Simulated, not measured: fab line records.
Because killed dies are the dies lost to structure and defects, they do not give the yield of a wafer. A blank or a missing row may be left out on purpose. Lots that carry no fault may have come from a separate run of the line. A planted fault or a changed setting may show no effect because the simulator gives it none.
One fault seen from 2 desks	flow gf180mcu	each desk has only its own numbers; what lay behind them comes last

THE METROLOGY DESK
Means of the sampled wafers that have a number, per lot and without regard to the tool the lot ran on: this is what the gauges read. A lot is out of limits, marked OUT, if its mean lies more than 4 standard deviations from the usual mean; the brackets give that distance.
Columns: A = V2_W_THK at GF_V2_THK_MEAS_25, usual 343 nm; B = V3_OVL at GF_V3_OVL_MEAS_15, usual -3 nm
lot	first seen here	A	B
L478	day 20 20:50	335	-6
L480	day 21 14:05	343	-2
L482	day 22 08:47	345	1
L490	day 25 05:00	346	-11
L492	day 25 17:30	342	-2
L493	day 26 02:03	342	-1
L494	day 26 16:00	342	-8
L495	day 26 18:52	345	-2
L496	day 27 03:29	345	3
L497	day 27 10:22	340	-0
L498	day 27 18:34	347	2
L499	day 27 20:45	344	0
L500	day 28 06:15	342	-2
This desk's verdict: no lot among the 13 shows anything out of limits.

TOOL OWNER'S DESK, pvd_sputter-04
At GF_V3_SPUTTER_22 (material TiN, target thk 10 nm, time 40 s) the tool's own readings: per lot run on this tool, the mean of the sampled wafers that have a number. A lot is out of limits, marked OUT, if its mean lies more than 4 standard deviations from the usual mean; the brackets give that distance.
Columns: A = chamber_pressure_pa at GF_V3_SPUTTER_22, usual 5.000 Pa; B = throttle_valve_pct at GF_V3_SPUTTER_22, usual 30.2 %
lot	first seen here	A	B
L478	day 22 22:58	5.007	30.0
L480	day 23 15:13	4.795 (-20) OUT	30.8
L482	day 24 08:51	4.793 (-21) OUT	30.8
L494	day 28 10:49	4.996	30.6
L495	day 28 14:29	5.004	30.5
L496	day 28 22:22	5.006	30.0
This desk's finding: out of limits on L480, L482; first on L480, day 23 15:13 (chamber_pressure_pa at GF_V3_SPUTTER_22). L478, L494, L495, L496: within limits.

BROUGHT TOGETHER
The tool owner's desk had the chance to raise an alarm at day 23 15:13 on L480, L482.
Nothing out of limits was seen by the metrology desk.
The metrology desk has L480, L482 on record, within its limits.
On pvd_sputter-04, each named lot ran GF_V3_SPUTTER_22.

WHAT THE SIMULATOR HAD PUT IN
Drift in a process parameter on pvd_sputter-04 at GF_V3_SPUTTER_22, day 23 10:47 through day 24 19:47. Setting chamber_pressure_pa, moved by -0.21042, from 5. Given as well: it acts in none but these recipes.
Struck lots among those shown: L480, L482.
How many hours passed from the start of the fault until each desk's first out-of-limits reading: the tool owner's desk, 4.
